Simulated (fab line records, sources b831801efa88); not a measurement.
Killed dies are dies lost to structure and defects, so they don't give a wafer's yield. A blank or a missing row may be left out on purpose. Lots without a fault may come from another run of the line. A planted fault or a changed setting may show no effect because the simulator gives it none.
Which tool did it? | flow sky130 | 7 lots, 21 wafers sampled, at 1 step of a route of 708

WHAT THE GAUGES READ, wafer by wafer
SKY_FIELD_ISO_CD_MEAS_13: target cd 150 nm.
lot  | measured    | on        | cd_nm (nm)
L184 | day 2 19:35 | cd_sem-02 | 150.5 151.6 150.2
L186 | day 3 09:56 | cd_sem-01 | 149.6 147.7 148.8
L189 | day 3 22:26 | cd_sem-01 | 149.2 150.6 149.9
L191 | day 4 09:31 | cd_sem-01 | 149.5 150.6 150.5
L193 | day 4 20:31 | cd_sem-02 | 148.7 148.1 149.6
L198 | day 5 21:32 | cd_sem-02 | 149.8 150.5 148.9
L201 | day 6 13:27 | cd_sem-02 | 148.0 149.1 148.3

WHICH TOOL RAN EACH LOT (tool, then ch and the chambers of the sampled wafers, then the start)
The record holds no process step before these readings.

THE ANSWER, worked out from the rows above alone
Rule: what is usual is taken from the lots themselves. Put in order of their means at a reading, lots are off if they are a third of the lots or fewer, leave a main group of 4 or more, and stand apart from it by a gap of 3 or more times the standard deviation of the main group's means; of several such gaps the widest counts. A main group whose means are all the same, to the digits that the tables above print for the reading, isn't used. A lot without any number at a reading at which 4 lots or more have one is off too. The other lots that the step has rows for count as sound.
No lot is off at any reading shown: from this, nothing can be told.

WHAT THE SIMULATOR HAD PUT IN
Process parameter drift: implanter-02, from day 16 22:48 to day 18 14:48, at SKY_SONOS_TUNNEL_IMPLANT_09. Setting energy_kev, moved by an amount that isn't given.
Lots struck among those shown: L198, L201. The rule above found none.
